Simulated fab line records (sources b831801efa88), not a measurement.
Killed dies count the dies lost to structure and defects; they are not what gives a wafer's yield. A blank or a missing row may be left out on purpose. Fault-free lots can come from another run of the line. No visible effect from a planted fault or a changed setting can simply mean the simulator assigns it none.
Which of the tools did it? :: flow sky130 :: 13 lots with 39 wafers sampled at 2 steps, on a route of 708 steps

== WHAT EACH GAUGE READ, for each wafer ==
SKY_METAL4_OVL_MEAS_14.
lot: L225
measured: day 41 09:26
on: overlay-01
METAL4_OVL (nm): -3 2 1

lot: L226
measured: day 41 16:44
on: overlay-02
METAL4_OVL (nm): 1 2 -2

lot: L227
measured: day 42 05:22
on: overlay-01
METAL4_OVL (nm): 4 -12 1

lot: L228
measured: day 42 05:44
on: overlay-02
METAL4_OVL (nm): -2 11 3

lot: L229
measured: day 42 14:30
on: overlay-02
METAL4_OVL (nm): 12 3 10

lot: L230
measured: day 42 23:11
on: overlay-02
METAL4_OVL (nm): 0 6 7

lot: L231
measured: day 43 01:11
on: overlay-01
METAL4_OVL (nm): 12 9 3

lot: L235
measured: day 44 07:38
on: overlay-01
METAL4_OVL (nm): 3 -2 -2

lot: L236
measured: day 44 08:16
on: overlay-02
METAL4_OVL (nm): 8 6 2

lot: L237
measured: day 44 19:47
on: overlay-02
METAL4_OVL (nm): 5 -2 2

lot: L238
measured: day 45 05:44
on: overlay-02
METAL4_OVL (nm): 1 1 6

lot: L246
measured: day 47 04:08
on: overlay-01
METAL4_OVL (nm): 7 8 6

lot: L248
measured: day 47 13:33
on: overlay-02
METAL4_OVL (nm): 2 6 3

SKY_VIA4_THK_MEAS_01.
lot: L225
measured: day 41 10:34
on: film metro-02
VIA4_HDPCVD_THK (nm): 1760 1762 1720

lot: L226
measured: day 41 17:54
on: film metro-03
VIA4_HDPCVD_THK (nm): 1768 1713 1746

lot: L227
measured: day 42 06:33
on: film metro-01
VIA4_HDPCVD_THK (nm): 1738 1771 1778

lot: L228
measured: day 42 06:53
on: film metro-01
VIA4_HDPCVD_THK (nm): 1736 1780 1742

lot: L229
measured: day 42 15:59
on: film metro-02
VIA4_HDPCVD_THK (nm): 1803 1759 1786

lot: L230
measured: day 43 00:29
on: film metro-01
VIA4_HDPCVD_THK (nm): 1727 1730 1773

lot: L231
measured: day 43 02:30
on: film metro-02
VIA4_HDPCVD_THK (nm): 1731 1721 1740

lot: L235
measured: day 44 08:47
on: film metro-03
VIA4_HDPCVD_THK (nm): 1756 1760 1745

lot: L236
measured: day 44 09:37
on: film metro-02
VIA4_HDPCVD_THK (nm): 1753 1763 1782

lot: L237
measured: day 44 21:05
on: film metro-02
VIA4_HDPCVD_THK (nm): 1721 1756 1754

lot: L238
measured: day 45 07:02
on: film metro-03
VIA4_HDPCVD_THK (nm): 1735 1732 1763

lot: L246
measured: day 47 05:19
on: film metro-01
VIA4_HDPCVD_THK (nm): 1785 1771 1783

lot: L248
measured: day 47 14:46
on: film metro-02
VIA4_HDPCVD_THK (nm): 1757 1761 1777

== WHAT TOOL EACH LOT RAN ON (gives the tool, then ch and the chambers of the sampled wafers, and finally the start) ==
No process step before these readings appears in the record.

== AS READ BY THE TOOLS THEMSELVES (means over the sampled wafers that have a number; for cases with no such wafer, the mark the record gives instead) ==
The record holds no such reading with a usual standard deviation.

== THE ANSWER, worked out from the rows above alone ==
Rule: the lots themselves supply what counts as usual. The widest of any qualifying gaps counts: lots, ordered by their means at a reading, are off when they make up no more than a third of the lots, leave a main group of 4 or more, and stand apart from it by 3 or more times the standard deviation of that group's means. A main group whose means are all the same, to the digits that the tables above print for the reading, isn't used. Also off: a lot with no number at a reading for which 4 or more lots have one. All remaining lots with rows at the step are treated as sound. First the gauges in route order, then the tools' own readings, where a lot's mean is used as printed above. The first step at which some lot is off is used, and at that step the reading that is off furthest; a lot without a number counts as furthest.
Across all readings shown, no lot is off: no conclusion can be drawn from this.

== WHAT THE SIMULATOR HAD INSERTED ==
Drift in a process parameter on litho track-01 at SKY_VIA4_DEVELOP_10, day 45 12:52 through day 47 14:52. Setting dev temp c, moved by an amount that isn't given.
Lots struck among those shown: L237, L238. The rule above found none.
